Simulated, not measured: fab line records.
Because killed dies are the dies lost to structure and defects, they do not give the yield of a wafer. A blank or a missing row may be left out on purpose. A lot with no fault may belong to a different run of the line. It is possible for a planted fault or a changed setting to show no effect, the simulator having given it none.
fab line records	flow sky130
record lots=12	wafers=35	last_day=50
route steps=708 shown SONOS_ONO@182 GATE_OXIDE@197 POLY_GATE@229 PAD_OPEN@708
lots that met no fault: from a run of the same line without faults
start_h: hours from the record's first day to the start of the lot's first wafer shown	wait_h: how many hours have passed since the lot's step before this one	" identical to the entry in the row above	L1.1+2: several wafers, shown together as one row	- no value present, or no start provided	* or withheld: withheld	< > ~ a bound
route shown NAME@n: NAME is a module with steps in the file, n the number in the route of the first one	usual: average and standard deviation across the fault-free wafers	same: alike in all rows	chamber/n: place in a boat	sites: readings site by site	_std_site: the values' standard deviation	_edge_site: mean of outer sites minus mean of inner sites	radius_mm: how far each site lies from the wafer's centre	mask NAME#n: copy n	behind: tool/chamber where the wafer was last shaped	hold: why the lot went on hold/how many hours it stayed there/how the hold came to an end	device: names the non-switching transistor (n, p or np)	end of line: the route-end tests of the same wafers	for a step that has no rows: nothing shown but its recipe	killed: not the wafer's yield, but the dies lost to structure and defects at the first sort	map: a wafer's dies, x killed, . not, _ none there
set.NAME: setting as actually run; set.NAME@STEP: the setting as run at that earlier step	model.NAME: the simulator's own value behind a step, which no gauge read
one table for each step of the route and one row for each wafer, over a sample of lots
services: a tool's chamber out of use, with start hour (start_h, from the record's first day; less than 0 if before it), hours out, and reason
## steps
# step SKY_SONOS_ONO_OVL_MEAS_14
# usual SONOS_ONO_OVL=-0.3/1.3
lot.wafer	tool	chamber	start_h	wait_h	SONOS_ONO_OVL[nm]
L827.4	overlay-02	-	283.86	0.1	-2.0
L827.5	"	-	"	"	-0.1
L827.6	"	-	"	"	-1.6
L828.3	overlay-01	-	292.75	0.1	-1.4
L828.4	"	-	"	"	-0.1
L828.6	"	-	"	"	0.8
L829.1	overlay-02	-	299.14	0.1	0.2
L829.3	"	-	"	"	1.1
L829.6	"	-	"	"	-0.7
L830.1	overlay-02	-	319.69	0.1	0.8
L830.2	"	-	"	"	0.1
L830.5	"	-	"	"	1.6
L838.1	overlay-02	-	376.04	0.1	1.1
L838.3	"	-	"	"	-0.5
L842.2	overlay-01	-	409.09	0.1	-1.0
L842.4	"	-	"	"	-1.8
L842.5	"	-	"	"	-2.2
L844.3	overlay-01	-	430.05	0.1	0.9
L844.4	"	-	"	"	-0.9
L844.6	"	-	"	"	-1.4
L845.1	overlay-01	-	439.19	0.1	-0.1
L845.5	"	-	"	"	-0.2
L845.6	"	-	"	"	0.9
L846.1	overlay-02	-	442.99	0.1	-0.2
L846.2	"	-	"	"	-0.7
L846.3	"	-	"	"	-1.2
L847.3	overlay-01	-	451.75	0.1	-0.4
L847.4	"	-	"	"	-0.5
L847.5	"	-	"	"	2.9
L848.2	overlay-02	-	458.89	0.1	-3.6
L848.4	"	-	"	"	-5.0
L848.6	"	-	"	"	-2.3
L849.1	overlay-02	-	464.23	0.1	2.4
L849.3	"	-	"	"	1.9
L849.6	"	-	"	"	0.1
# step SKY_GATE_OXIDE_OVL_MEAS_10
# usual GATE_OXIDE_OVL=-0.3/1.2
lot.wafer	tool	chamber	start_h	wait_h	GATE_OXIDE_OVL[nm]
L827.4	overlay-02	-	310.79	0.1	-1.5
L827.5	"	-	"	"	-0.2
L827.6	"	-	"	"	-0.7
L828.3	overlay-02	-	321.28	0.1	-0.6
L828.4	"	-	"	"	-1.1
L828.6	"	-	"	"	0.0
L829.1	overlay-01	-	328.22	0.1	-0.3
L829.3	"	-	"	"	1.4
L829.6	"	-	"	"	-0.2
L830.1	overlay-02	-	348.88	0.1	-3.1
L830.2	"	-	"	"	-3.7
L830.5	"	-	"	"	-0.7
L838.1	overlay-02	-	408.53	0.1	-1.2
L838.3	"	-	"	"	0.2
L842.2	overlay-01	-	441.82	0.1	-0.8
L842.4	"	-	"	"	1.1
L842.5	"	-	"	"	-2.5
L844.3	overlay-02	-	464.78	0.1	1.5
L844.4	"	-	"	"	1.3
L844.6	"	-	"	"	0.1
L845.1	overlay-02	-	472.12	0.1	1.5
L845.5	"	-	"	"	1.3
L845.6	"	-	"	"	-0.2
L846.1	overlay-01	-	476.97	0.1	0.4
L846.2	"	-	"	"	-1.6
L846.3	"	-	"	"	-0.9
L847.3	overlay-02	-	485.93	0.1	2.4
L847.4	"	-	"	"	3.7
L847.5	"	-	"	"	-0.1
L848.2	overlay-01	-	491.24	0.1	-1.3
L848.4	"	-	"	"	-1.8
L848.6	"	-	"	"	-1.2
L849.1	overlay-02	-	497.43	0.1	0.6
L849.3	"	-	"	"	1.8
L849.6	"	-	"	"	-0.1
# step SKY_GATE_OXIDE_STRIP_13
# recipe chemistry=O2/N2	power_w=1400	pressure_mtorr=1500	platen_temp_c=withheld	o2_flow_sccm=3000	n2_flow_sccm=300	overash_fraction=0.5
# usual drypump_motor_current_A=5.6/0.46	oes_product_au=0.716/0.0042	strip_time_to_endpoint_s=14.17/0.034
lot.wafer	tool	chamber	start_h	wait_h	drypump_motor_current_A	oes_product_au	rf_hours_counter_h	strip_time_to_endpoint_s
L827.4	plasma_asher-01	1	311.12	0.0	5.4	0.712	-	14.21
L827.5	"	0	"	"	6.6	0.717	-	14.23
L827.6	"	1	"	"	5.4	0.714	-	14.18
L828.3	plasma_asher-02	0	321.59	0.0	5.5	0.713	-	14.15
L828.4	"	1	"	"	5.4	0.711	-	14.16
L828.6	"	1	"	"	5.4	0.723	-	14.18
L829.1	plasma_asher-01	0	328.51	0.0	6.6	0.721	21	14.17
L829.3	"	1	"	"	5.4	0.714	-	14.15
L829.6	"	0	"	"	6.6	0.714	-	14.16
L830.1	plasma_asher-01	0	349.17	0.0	6.6	0.714	23	14.22
L830.2	"	1	"	"	5.4	0.717	23	14.13
L830.5	"	0	"	"	6.6	0.721	-	14.13
L838.1	plasma_asher-02	1	408.84	0.0	5.4	0.713	72	14.16
L838.3	"	0	"	"	5.5	0.711	-	14.19
L842.2	plasma_asher-02	1	442.10	0.0	5.4	0.719	1	14.18
L842.4	"	0	"	"	5.5	0.720	-	14.19
L842.5	"	1	"	"	5.5	0.709	-	14.13
L844.3	plasma_asher-01	0	465.08	0.0	6.5	0.720	-	14.19
L844.4	"	1	"	"	5.4	0.713	-	14.16
L844.6	"	1	"	"	5.4	0.718	-	14.25
L845.1	plasma_asher-02	1	472.40	0.0	5.4	0.725	4	14.12
L845.5	"	1	"	"	5.4	0.725	-	14.11
L845.6	"	0	"	"	5.5	0.718	-	14.13
L846.1	plasma_asher-01	0	477.25	0.0	6.6	0.716	35	14.18
L846.2	"	1	"	"	5.4	0.716	35	14.14
L846.3	"	1	"	"	5.4	0.714	-	14.14
L847.3	plasma_asher-01	0	486.24	0.0	6.6	0.716	-	14.19
L847.4	"	1	"	"	5.4	0.715	-	14.24
L847.5	"	1	"	"	5.4	0.716	-	14.22
L848.2	plasma_asher-04	1	491.52	0.0	5.3	0.712	80	14.12
L848.4	"	0	"	"	5.3	0.716	-	14.12
L848.6	"	0	"	"	5.3	0.716	-	14.14
L849.1	plasma_asher-02	0	497.73	0.0	5.5	0.715	6	14.18
L849.3	"	0	"	"	5.5	0.715	-	14.16
L849.6	"	1	"	"	5.4	0.720	-	14.18
# step SKY_POLY_GATE_ETCH_15
# recipe chemistry=N2/H2	target=BARC	ion_energy_ev=200	source_w=500	bias_w=100	pressure_mtorr=30	n2_flow_sccm=100	h2_flow_sccm=200	stop_on=SiO2	time_s=118.5	target_depth_a=1100
# usual drypump_motor_current_A=5.9/0.43	oes_product_au=0.716/0.0045	throttle_valve_pct=13.212/0.0097
lot.wafer	tool	chamber	start_h	wait_h	drypump_motor_current_A	oes_product_au	rf_hours_counter_h	throttle_valve_pct
L827.4	rie_diel-02	0	373.47	0.0	5.1	0.709	69	13.213
L827.5	"	0	"	"	5.2	0.718	-	13.222
L827.6	"	1	"	"	5.7	0.715	-	13.219
L828.3	rie_diel-03	3	384.67	0.0	6.2	0.709	3	13.214
L828.4	"	2	"	"	5.3	0.709	68	13.224
L828.6	"	0	"	"	6.0	0.712	-	13.210
L829.1	rie_diel-03	2	389.09	0.0	5.3	0.722	68	13.187
L829.3	"	3	"	"	6.3	0.711	3	13.219
L829.6	"	3	"	"	6.3	0.718	-	13.223
L830.1	rie_diel-04	3	412.32	0.0	6.3	0.719	1	13.208
L830.2	"	0	"	"	5.7	0.723	2	13.213
L830.5	"	1	"	"	6.2	0.715	-	13.220
L838.1	rie_diel-04	2	476.59	0.0	6.6	0.714	76	13.224
L838.3	"	3	"	"	6.3	0.710	2	13.218
L842.2	rie_diel-03	1	510.42	0.0	5.6	0.708	25	13.228
L842.4	"	0	"	"	6.1	0.717	16	13.206
L842.5	"	1	"	"	5.6	0.718	-	13.212
L844.3	rie_diel-02	1	531.09	0.0	5.7	0.727	0	13.218
L844.4	"	0	"	"	5.1	0.713	72	13.209
L844.6	"	2	"	"	5.7	0.716	-	13.201
L845.1	rie_diel-03	2	536.87	0.0	5.3	0.718	71	13.219
L845.5	"	3	"	"	6.3	0.716	-	13.206
L845.6	"	0	"	"	6.0	0.712	-	13.213
L846.1	rie_diel-02	3	542.84	0.0	5.7	0.719	59	13.216
L846.2	"	0	"	"	5.1	0.715	72	13.214
L846.3	"	2	"	"	5.8	0.721	79	13.220
L847.3	rie_diel-04	2	553.37	0.0	6.6	0.711	78	13.193
L847.4	"	0	"	"	5.7	0.720	5	13.217
L847.5	"	0	"	"	5.7	0.711	-	13.200
L848.2	rie_diel-04	1	555.69	0.0	6.2	0.718	44	13.213
L848.4	"	2	"	"	6.6	0.720	78	13.224
L848.6	"	2	"	"	6.6	0.719	-	13.215
L849.1	rie_diel-02	1	562.87	0.0	5.7	0.721	1	13.217
L849.3	"	0	"	"	5.1	0.718	73	13.203
L849.6	"	3	"	"	5.7	0.716	-	13.219
# step SKY_POLY_GATE_STRIP_18
# recipe chemistry=O2/N2	power_w=1400	pressure_mtorr=1500	platen_temp_c=withheld	o2_flow_sccm=3000	n2_flow_sccm=300	overash_fraction=0.5
# usual drypump_motor_current_A=5.5/0.41	oes_product_au=0.360/0.005	strip_time_to_endpoint_s=3.16/0.052
lot.wafer	tool	chamber	start_h	wait_h	drypump_motor_current_A	oes_product_au	rf_hours_counter_h	strip_time_to_endpoint_s
L827.4	plasma_asher-03	0	373.74	0.1	6.4	0.357	-	3.17
L827.5	"	1	"	"	5.4	0.358	-	3.18
L827.6	"	0	"	"	6.5	0.358	-	3.21
L828.3	plasma_asher-04	0	384.94	0.1	5.3	0.362	-	3.19
L828.4	"	1	"	"	5.3	0.358	-	3.23
L828.6	"	0	"	"	5.3	0.357	-	3.20
L829.1	plasma_asher-03	0	389.32	0.0	6.4	0.363	56	3.25
L829.3	"	0	"	"	6.5	0.354	-	3.18
L829.6	"	0	"	"	6.4	0.360	-	3.17
L830.1	plasma_asher-03	0	412.56	0.0	6.4	0.353	58	3.11
L830.2	"	1	"	"	5.3	0.366	58	3.10
L830.5	"	1	"	"	5.4	0.365	-	3.12
L838.1	plasma_asher-04	0	476.82	0.0	5.3	0.366	79	3.39
L838.3	"	1	"	"	5.4	0.362	-	3.09
L842.2	plasma_asher-04	0	510.66	0.0	5.3	0.354	82	3.13
L842.4	"	1	"	"	5.3	0.356	-	3.21
L842.5	"	0	"	"	5.3	0.355	-	3.13
L844.3	plasma_asher-02	0	531.36	0.1	5.5	0.356	-	3.14
L844.4	"	1	"	"	5.4	0.365	-	3.19
L844.6	"	1	"	"	5.4	0.365	-	3.19
L845.1	plasma_asher-04	1	537.11	0.0	5.3	0.361	85	3.19
L845.5	"	0	"	"	5.3	0.364	-	3.13
L845.6	"	1	"	"	5.3	0.360	-	3.13
L846.1	plasma_asher-02	1	543.07	0.0	5.4	0.354	11	3.14
L846.2	"	0	"	"	5.5	0.355	11	3.20
L846.3	"	0	"	"	5.5	0.366	-	3.18
L847.3	plasma_asher-03	1	553.64	0.1	5.3	0.360	-	3.25
L847.4	"	0	"	"	6.5	0.363	-	3.09
L847.5	"	1	"	"	5.3	0.355	-	3.09
L848.2	plasma_asher-04	0	555.93	0.0	5.3	0.360	87	3.16
L848.4	"	0	"	"	5.3	0.367	-	3.22
L848.6	"	1	"	"	5.3	0.360	-	3.22
L849.1	plasma_asher-04	1	563.11	0.0	5.3	0.364	87	3.26
L849.3	"	0	"	"	5.3	0.369	-	3.19
L849.6	"	0	"	"	5.3	0.367	-	3.16
# step SKY_PAD_OPEN_PROBE_99
# usual killed_at_M0_to_M3=42/6.1	killed_at_M4_up=3.4/2	killed_at_contacts=23/4.8	killed_at_front_end=15/3.8	killed_at_other=0.3/0.48	killed_dies=84/8.5	killed_open=46/6.8	killed_short=38/6.2
# same gross_dies=492	killed_at_back_side=0
lot.wafer	tool	chamber	start_h	wait_h	killed_at_M0_to_M3	killed_at_M4_up	killed_at_contacts	killed_at_front_end	killed_at_other	killed_dies	killed_open	killed_short
L828.3	prober-01	-	1088.24	0.2	34	5	36	20	0	95	51	44
L828.4	prober-01	-	1088.29	0.2	44	2	20	9	0	75	42	33
L828.6	prober-01	-	1088.39	0.2	47	2	20	17	0	86	48	38
L829.1	prober-02	-	1089.89	0.1	33	1	29	21	0	84	54	30
L829.3	prober-02	-	1089.99	0.2	51	5	23	17	2	98	54	44
L829.6	prober-02	-	1090.14	0.2	37	6	18	17	0	78	39	39
L842.2	prober-01	-	1171.09	0.1	45	2	25	15	0	87	51	35
L842.5	prober-01	-	1171.24	0.2	38	5	18	18	0	79	38	40
L844.3	prober-02	-	1181.36	0.2	37	1	34	12	0	84	50	34
L844.4	prober-02	-	1181.41	0.2	44	2	20	7	0	73	33	39
L844.6	prober-02	-	1181.51	0.2	48	2	21	13	1	85	44	39
L846.1	prober-02	-	1188.49	0.1	44	6	27	12	0	89	50	39
L846.2	prober-02	-	1188.54	0.1	42	1	25	17	1	86	45	41
L846.3	prober-02	-	1188.59	0.2	48	10	27	17	0	102	48	54
# killed by level:class
L828.3 CONTACT:geometric_particle:open=13 FIELD_ISO:geometric_particle:short=9 VIA1:geometric_particle:open=7 VIA2:geometric_particle:open=7 CONTACT:geometric_particle:short=6 LI_CONTACT:geometric_particle:short=6 FIELD_ISO:geometric_particle:open=5 LI_CONTACT:geometric_particle:open=5
L828.4 CONTACT:geometric_particle:open=10 VIA1:geometric_particle:open=10 VIA2:geometric_particle:open=6 VIA3:geometric_particle:open=6 METAL1:geometric_particle:short=5 VIA1:geometric_particle:short=5 METAL3:geometric_particle:short=5 POLY_GATE:geometric_particle:open=4
L828.6 CONTACT:geometric_particle:open=10 VIA3:geometric_particle:open=10 METAL2:geometric_particle:short=7 POLY_GATE:geometric_particle:short=6 LI_CONTACT:geometric_particle:open=6 METAL1:geometric_particle:short=6 VIA1:geometric_particle:open=6 VIA2:geometric_particle:open=5
L829.1 CONTACT:geometric_particle:open=17 VIA1:geometric_particle:open=8 FIELD_ISO:geometric_particle:open=7 FIELD_ISO:geometric_particle:short=5 POLY_GATE:geometric_particle:short=5 VIA3:geometric_particle:open=5 LI_CONTACT:geometric_particle:open=4 VIA1:geometric_particle:short=4
L829.3 CONTACT:geometric_particle:open=12 METAL2:geometric_particle:short=10 VIA1:geometric_particle:open=9 VIA2:geometric_particle:open=6 VIA2:geometric_particle:short=6 FIELD_ISO:geometric_particle:short=5 FIELD_ISO:geometric_particle:open=5 LI_CONTACT:geometric_particle:open=5
L829.6 LI_CONTACT:geometric_particle:open=8 CONTACT:geometric_particle:open=8 METAL3:geometric_particle:short=6 VIA1:geometric_particle:open=6 POLY_GATE:geometric_particle:short=5 METAL1:geometric_particle:short=5 FIELD_ISO:geometric_particle:short=4 FIELD_ISO:geometric_particle:open=4
L842.2 VIA1:geometric_particle:open=14 VIA1:geometric_particle:short=7 CONTACT:geometric_particle:open=7 VIA3:geometric_particle:open=6 POLY_GATE:geometric_particle:open=5 LI_CONTACT:geometric_particle:open=5 LI_CONTACT:geometric_particle:short=4 CONTACT:geometric_particle:short=4
L842.5 CONTACT:geometric_particle:open=6 VIA2:geometric_particle:open=6 FIELD_ISO:geometric_particle:short=5 METAL1:geometric_particle:short=5 VIA3:geometric_particle:open=5 FIELD_ISO:geometric_particle:open=4 LI_CONTACT:geometric_particle:open=4 METAL4:geometric_particle:short=4
L844.3 LI_CONTACT:geometric_particle:open=14 CONTACT:geometric_particle:short=8 VIA1:geometric_particle:open=8 CONTACT:geometric_particle:open=6 VIA2:geometric_particle:open=6 FIELD_ISO:geometric_particle:open=5 METAL2:geometric_particle:short=4 VIA3:geometric_particle:open=4
L844.4 VIA1:geometric_particle:open=11 METAL1:geometric_particle:short=7 LOCAL_INTERCONNECT:geometric_particle:short=6 CONTACT:geometric_particle:short=6 CONTACT:geometric_particle:open=5 VIA1:geometric_particle:short=5 VIA2:geometric_particle:short=4 VIA2:geometric_particle:open=4
L844.6 VIA1:geometric_particle:open=12 CONTACT:geometric_particle:open=8 METAL1:geometric_particle:short=8 VIA2:geometric_particle:open=5 LI_CONTACT:geometric_particle:open=4 LOCAL_INTERCONNECT:geometric_particle:short=4 VIA1:geometric_particle:short=4 FIELD_ISO:geometric_particle:short=3
L846.1 VIA1:geometric_particle:open=13 CONTACT:geometric_particle:open=11 VIA2:geometric_particle:open=8 METAL1:geometric_particle:short=7 VIA2:geometric_particle:short=7 LOCAL_INTERCONNECT:geometric_particle:short=6 FIELD_ISO:geometric_particle:open=5 METAL4:geometric_particle:short=5
L846.2 METAL1:geometric_particle:short=10 CONTACT:geometric_particle:open=9 VIA1:geometric_particle:open=8 LI_CONTACT:geometric_particle:open=7 VIA2:geometric_particle:open=7 VIA3:geometric_particle:open=5 VIA2:geometric_particle:short=5 CONTACT:geometric_particle:short=4
L846.3 VIA2:geometric_particle:open=10 CONTACT:geometric_particle:open=10 METAL4:geometric_particle:short=9 VIA1:geometric_particle:open=9 FIELD_ISO:geometric_particle:short=7 LOCAL_INTERCONNECT:geometric_particle:short=7 METAL3:geometric_particle:short=7 LI_CONTACT:geometric_particle:open=6
## services
tool	chamber	start_h	hours	kind
rie_diel-04	1	351.54	10.9	repair
rie_diel-02	0	356.09	5.9	repair
plasma_asher-01	-	356.30	3.4	repair
rie_diel-02	-	375.59	2.8	pm
plasma_asher-03	-	376.58	2.9	repair
plasma_asher-02	-	421.25	9.0	pm
plasma_asher-02	0	421.25	9.0	vent_cycle
plasma_asher-02	1	421.25	9.0	vent_cycle
rie_diel-04	0	428.19	9.3	repair
plasma_asher-02	0	430.25	-	clean
plasma_asher-02	1	430.25	-	clean
rie_diel-02	-	448.07	0.9	repair
rie_diel-02	-	452.63	0.9	repair
rie_diel-03	-	476.01	0.7	repair
rie_diel-04	1	476.51	5.4	repair
rie_diel-02	1	502.85	-	clean
rie_diel-02	1	502.85	20.3	scheduled_down
rie_diel-02	1	502.85	20.3	vent_cycle
rie_diel-03	3	532.96	3.1	repair
rie_diel-03	-	550.68	0.2	repair
plasma_asher-02	-	556.41	12.3	pm
rie_diel-04	1	557.94	4.3	repair
rie_diel-02	2	561.84	-	clean
rie_diel-02	2	561.84	32.6	scheduled_down
## key
first_sign step=SKY_POLY_GATE_STRIP_18	reading=strip_time_to_endpoint_s	direction=up	sigmas=4.4	usual=*	struck=*
effect none on later readings
met_at SKY_POLY_GATE_ETCH_15
struck_lots L838
struck_wafers L838.1
tester_left_out L838
not_acting_at SKY_SONOS_ONO_OVL_MEAS_14,SKY_GATE_OXIDE_OVL_MEAS_10,SKY_GATE_OXIDE_STRIP_13
onset_between 412.32 476.59
fault kind=process_parameter_drift	tool=rie_diel-04	chamber=-	onset_h=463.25	steps=SKY_POLY_GATE_ETCH_15	channel=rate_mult	offset=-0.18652	shape=step	end_h=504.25	scope=struck_wafers_only
# tester_left_out: of these lots the tester's yield and bins aren't shown, on N5 and GAA mostly nor the transistor test; their killed dies are dies lost to structure and defects alone, not to doping, threshold or leakage, so they don't give the yield
